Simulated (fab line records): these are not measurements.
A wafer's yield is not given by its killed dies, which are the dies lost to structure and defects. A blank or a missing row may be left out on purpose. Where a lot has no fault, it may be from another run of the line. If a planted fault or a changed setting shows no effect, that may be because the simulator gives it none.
Which of the tools did it? | flow gf180mcu | 12 lots, 36 wafers sampled, at 2 steps of a route of 602

WHAT THE GAUGES SHOWED, per wafer
GF_M4_THK_MEAS_06: measures by xrf.
lot  | measured     | on            | M4_ALCU_THK (nm)
L919 | day 23 03:28 | film-metro-02 | 460 456 453
L922 | day 23 15:47 | film-metro-03 | 454 449 450
L923 | day 23 20:21 | film-metro-02 | 462 458 453
L924 | day 24 17:38 | film-metro-03 | 458 456 447
L925 | day 25 04:16 | film-metro-02 | 459 466 460
L927 | day 25 07:10 | film-metro-04 | 457 463 463
L929 | day 26 11:26 | film-metro-04 | 462 467 467
L938 | day 28 22:28 | film-metro-03 | 465 467 462
L939 | day 29 05:09 | film-metro-02 | 450 449 455
L940 | day 29 09:34 | film-metro-03 | 453 444 456
L941 | day 29 14:03 | film-metro-03 | 453 453 456
L942 | day 29 20:14 | film-metro-04 | 459 462 462

TOOL THAT RAN EACH LOT (tool first, then ch and the chambers of the sampled wafers, then the start)
lot  | GF_M4_SPUTTER_02
L919 | pvd-sputter-03, day 23 03:14
L922 | pvd-sputter-03, day 23 15:34
L923 | pvd-sputter-02, day 23 20:08
L924 | pvd-sputter-03, day 24 17:24
L925 | pvd-sputter-02, day 25 04:02
L927 | pvd-sputter-02, day 25 06:57
L929 | pvd-sputter-03, day 26 11:14
L938 | pvd-sputter-02, day 28 22:14
L939 | pvd-sputter-03, day 29 04:56
L940 | pvd-sputter-03, day 29 09:21
L941 | pvd-sputter-03, day 29 13:50
L942 | pvd-sputter-01, day 29 20:02
- GF_M4_SPUTTER_02: material AlCu, target thk 450 nm, time 23.9 s.

AS READ BY THE TOOLS THEMSELVES (means over the sampled wafers that have a number; for cases with no such wafer, the mark the record gives instead)
GF_M4_SPUTTER_02.
lot  | tool           | throttle-valve-pct (%)
L919 | pvd-sputter-03 | 29.9
L922 | pvd-sputter-03 | 30.2
L923 | pvd-sputter-02 | 29.5
L924 | pvd-sputter-03 | 29.2
L925 | pvd-sputter-02 | 30.1
L927 | pvd-sputter-02 | 29.9
L929 | pvd-sputter-03 | 29.7
L938 | pvd-sputter-02 | 29.2
L939 | pvd-sputter-03 | 30.0
L940 | pvd-sputter-03 | 29.8
L941 | pvd-sputter-03 | 29.5
L942 | pvd-sputter-01 | 30.7

THE ANSWER, worked out from the rows above alone
Rule: the usual values come from the lots themselves. Put in order of their means at a reading, lots are off if they are a third of the lots or fewer, leave a main group of 4 or more, and stand apart from it by a gap of 3 or more times the standard deviation of the main group's means; of several such gaps the widest counts. The tables above print the reading to a certain number of digits; a main group whose means all agree to those digits is not used. A lot without any number at a reading at which 4 lots or more have one is off too. All remaining lots with rows at the step are treated as sound. First the gauges in route order, then the tools' own readings, where a lot's mean is used as printed above. The first step at which some lot is off is used, and at that step the reading that is off furthest; a lot without a number counts as furthest.
No lot is off on any of the readings shown, so nothing can be concluded from this.

WHAT HAD BEEN PUT IN BY THE SIMULATOR
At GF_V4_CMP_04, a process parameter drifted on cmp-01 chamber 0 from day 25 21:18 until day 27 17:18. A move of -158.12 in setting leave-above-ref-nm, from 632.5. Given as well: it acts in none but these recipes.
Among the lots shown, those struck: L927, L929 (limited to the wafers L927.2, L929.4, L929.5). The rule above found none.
